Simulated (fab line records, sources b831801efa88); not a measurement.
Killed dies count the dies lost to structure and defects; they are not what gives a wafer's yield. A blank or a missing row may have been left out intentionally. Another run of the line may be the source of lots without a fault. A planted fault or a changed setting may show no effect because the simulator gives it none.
Which tool did it? :: flow gf180mcu :: 14 lots, 40 wafers sampled, at 5 steps of a route of 602

WHAT THE GAUGES SHOWED, per wafer
GF_STI_BOW_MEAS_00. Usual: INCOMING_BOW gives 0 um (standard deviation 6).
lot: L498
measured: day 1 10:00
on: film_metro-04
INCOMING_BOW (um): -5 -7 3
flag: 

lot: L499
measured: day 1 15:01
on: film_metro-04
INCOMING_BOW (um): -3 4 -11
flag: 

lot: L500
measured: day 1 20:00
on: film_metro-03
INCOMING_BOW (um): 3 -6 -2
flag: 

lot: L501
measured: day 2 01:00
on: film_metro-04
INCOMING_BOW (um): -5 4 4
flag: 

lot: L502
measured: day 2 06:00
on: film_metro-03
INCOMING_BOW (um): 2 8 -3
flag: 

lot: L503
measured: day 2 11:00
on: film_metro-02
INCOMING_BOW (um): -2 2 -3
flag: 

lot: L504
measured: day 2 16:00
on: film_metro-02
INCOMING_BOW (um): 6 -5 -1
flag: 

lot: L505
measured: day 2 21:02
on: film_metro-03
INCOMING_BOW (um): 1 6 -1
flag: 

lot: L507
measured: day 3 07:00
on: film_metro-04
INCOMING_BOW (um): 13 -3 -4
flag: 

lot: L513
measured: day 4 13:01
on: film_metro-04
INCOMING_BOW (um): 0 2
flag: 

lot: L515
measured: day 4 23:02
on: film_metro-04
INCOMING_BOW (um): 4 7
flag: 

lot: L518
measured: day 5 14:00
on: film_metro-03
INCOMING_BOW (um): -6 6 -1
flag: 

lot: L519
measured: day 5 19:01
on: film_metro-03
INCOMING_BOW (um): 2 11 -13
flag: 

lot: L521
measured: day 6 05:00
on: film_metro-02
INCOMING_BOW (um): 6 6 -2
flag: 

GF_NWELL_OVL_MEAS_07. Usual: NWELL_OVL gives 0.6 nm (standard deviation 1.4).
lot: L498
measured: day 3 03:56
on: overlay-02
NWELL_OVL (nm): -1.3 -0.4 0.3
flag: 

lot: L499
measured: day 3 19:14
on: overlay-02
NWELL_OVL (nm): -0.2 1.7 0.2
flag: 

lot: L500
measured: day 4 05:29
on: overlay-02
NWELL_OVL (nm): 2.9 3.0 2.9
flag: 

lot: L501
measured: day 4 05:50
on: overlay-01
NWELL_OVL (nm): 0.3 1.0 0.3
flag: 

lot: L502
measured: day 4 13:38
on: overlay-02
NWELL_OVL (nm): 1.5 1.6 0.3
flag: 

lot: L503
measured: day 4 20:38
on: overlay-02
NWELL_OVL (nm): 2.3 2.6 1.1
flag: 

lot: L504
measured: day 4 23:08
on: overlay-01
NWELL_OVL (nm): -1.9 -1.6 -0.1
flag: 

lot: L505
measured: day 5 00:26
on: overlay-02
NWELL_OVL (nm): 1.2 3.1 0.9
flag: 

lot: L507
measured: day 5 08:05
on: overlay-02
NWELL_OVL (nm): 1.6 1.4 1.3
flag: 

lot: L513
measured: day 6 18:50
on: overlay-02
NWELL_OVL (nm): 0.3 -0.4
flag: 

lot: L515
measured: day 7 03:11
on: overlay-02
NWELL_OVL (nm): 2.0 2.0
flag: 

lot: L518
measured: day 7 21:29
on: overlay-02
NWELL_OVL (nm): 0.5 1.4 1.9
flag: 

lot: L519
measured: day 8 02:50
on: overlay-01
NWELL_OVL (nm): 1.3 -1.9 1.4
flag: 

lot: L521
measured: day 8 14:26
on: overlay-02
NWELL_OVL (nm): 1.0 1.9 2.2
flag: 

GF_LVPWELL_OVL_MEAS_07. Usual: LVPWELL_OVL gives -0.9 nm (standard deviation 1.5).
lot: L498
measured: day 3 16:14
on: overlay-02
LVPWELL_OVL (nm): 1.2 -0.8 0.5
flag: 

lot: L499
measured: day 4 08:32
on: overlay-02
LVPWELL_OVL (nm): -1.6 0.3 -0.2
flag: 

lot: L500
measured: day 4 19:17
on: overlay-02
LVPWELL_OVL (nm): 4.1 1.9 0.6
flag: 

lot: L501
measured: day 4 19:26
on: overlay-01
LVPWELL_OVL (nm): -2.2 -1.4 -1.4
flag: 

lot: L502
measured: day 5 03:32
on: overlay-02
LVPWELL_OVL (nm): -0.9 1.1 -0.3
flag: 

lot: L503
measured: day 5 11:11
on: overlay-02
LVPWELL_OVL (nm): 0.6 -1.0 1.1
flag: 

lot: L504
measured: day 5 13:53
on: overlay-01
LVPWELL_OVL (nm): -2.8 -3.4 -4.5
flag: 

lot: L505
measured: day 5 14:14
on: overlay-02
LVPWELL_OVL (nm): 1.0 0.5 -1.3
flag: 

lot: L507
measured: day 5 22:11
on: overlay-01
LVPWELL_OVL (nm): -0.8 0.6 -2.9
flag: 

lot: L513
measured: day 7 11:02
on: overlay-01
LVPWELL_OVL (nm): -1.5 -
flag: 

lot: L515
measured: day 7 19:47
on: overlay-01
LVPWELL_OVL (nm): - -1.9
flag: 

lot: L518
measured: day 8 14:38
on: overlay-02
LVPWELL_OVL (nm): -2.5 -2.0 -0.6
flag: 

lot: L519
measured: day 8 20:20
on: overlay-02
LVPWELL_OVL (nm): 0.2 1.2 0.5
flag: 

lot: L521
measured: day 9 08:11
on: overlay-02
LVPWELL_OVL (nm): -0.5 0.0 -1.0
flag: 

GF_CONTACT_CD_MEAS_14: the cd target is 220 nm. Usual: cd_nm at 220.4 nm, with a standard deviation of 1.7.
lot: L498
measured: day 15 13:26
on: cd_sem-01
cd_nm (nm): 217.8 217.9 219.7
flag: 

lot: L499
measured: day 16 20:03
on: cd_sem-01
cd_nm (nm): 222.1 221.6 221.1
flag: 

lot: L500
measured: day 17 11:32
on: cd_sem-02
cd_nm (nm): 219.4 219.9 221.5
flag: 

lot: L501
measured: day 17 13:26
on: cd_sem-02
cd_nm (nm): 221.9 222.2 220.2
flag: 

lot: L502
measured: day 18 04:00
on: cd_sem-02
cd_nm (nm): 223.7 223.3 222.1
flag: 

lot: L503
measured: day 18 16:07
on: cd_sem-01
cd_nm (nm): 220.6 220.1 219.6
flag: 

lot: L504
measured: day 18 23:14
on: cd_sem-02
cd_nm (nm): 218.0 218.9 217.5
flag: 

lot: L505
measured: day 18 22:07
on: cd_sem-01
cd_nm (nm): 222.2 222.1 221.9
flag: 

lot: L507
measured: day 19 15:53
on: cd_sem-01
cd_nm (nm): 220.6 219.3 220.2
flag: 

lot: L513
measured: day 22 03:11
on: cd_sem-02
cd_nm (nm): 217.9 219.4
flag: 

lot: L515
measured: day 22 10:58
on: cd_sem-02
cd_nm (nm): 220.6 221.6
flag: 

lot: L518
measured: day 23 10:14
on: cd_sem-02
cd_nm (nm): 220.4 220.1 219.4
flag: 

lot: L519
measured: day 23 21:51
on: cd_sem-01
cd_nm (nm): 222.5 221.6 220.8
flag: 

lot: L521
measured: day 24 05:41
on: cd_sem-01
cd_nm (nm): 217.7 220.6 218.7
flag: 

EACH LOT AND THE TOOL THAT RAN IT (in order: tool; ch and the chambers of the sampled wafers; start)
lot: L498
GF_LVPWELL_DEVELOP_06: litho_track-04 ch 0, day 3 16:00

lot: L499
GF_LVPWELL_DEVELOP_06: litho_track-03 ch 0, day 4 08:00

lot: L500
GF_LVPWELL_DEVELOP_06: litho_track-04 ch 0, day 4 19:00

lot: L501
GF_LVPWELL_DEVELOP_06: litho_track-03 ch 0, day 4 19:00

lot: L502
GF_LVPWELL_DEVELOP_06: litho_track-01 ch 0, day 5 03:00

lot: L503
GF_LVPWELL_DEVELOP_06: litho_track-04 ch 0, day 5 11:00

lot: L504
GF_LVPWELL_DEVELOP_06: litho_track-03 ch 0, day 5 13:00

lot: L505
GF_LVPWELL_DEVELOP_06: litho_track-03 ch 0, day 5 14:00

lot: L507
GF_LVPWELL_DEVELOP_06: litho_track-04 ch 0, day 5 22:00

lot: L513
GF_LVPWELL_DEVELOP_06: litho_track-03 ch 0, day 7 10:00

lot: L515
GF_LVPWELL_DEVELOP_06: litho_track-03 ch 0, day 7 19:00

lot: L518
GF_LVPWELL_DEVELOP_06: litho_track-04 ch 0, day 8 14:00

lot: L519
GF_LVPWELL_DEVELOP_06: litho_track-04 ch 0, day 8 20:00

lot: L521
GF_LVPWELL_DEVELOP_06: litho_track-04 ch 0, day 9 08:00
- GF_LVPWELL_DEVELOP_06: develop time 60 s.

WHAT THE TOOLS THEMSELVES READ (means of the sampled wafers that have a number; where no wafer has one, the mark that the record gives instead)
The record holds no such reading with a usual standard deviation.

THE ANSWER, worked out from the rows above alone
Rule: a lot counts as off when the mean over its wafers that have a number is more than 3 standard deviations away from the usual mean. Also off: a lot with no number at a reading for which 4 or more lots have one. Where the step has rows for the other lots, those lots are counted as sound. First the gauges in route order, then the tools' own readings, where a lot's mean is used as printed above. At the first step where some lot is off, the reading lying furthest off is the one used; lots without a number count as furthest.
No lot is off at any reading shown: from this, nothing can be told.

WHAT WAS PUT IN BY THE SIMULATOR
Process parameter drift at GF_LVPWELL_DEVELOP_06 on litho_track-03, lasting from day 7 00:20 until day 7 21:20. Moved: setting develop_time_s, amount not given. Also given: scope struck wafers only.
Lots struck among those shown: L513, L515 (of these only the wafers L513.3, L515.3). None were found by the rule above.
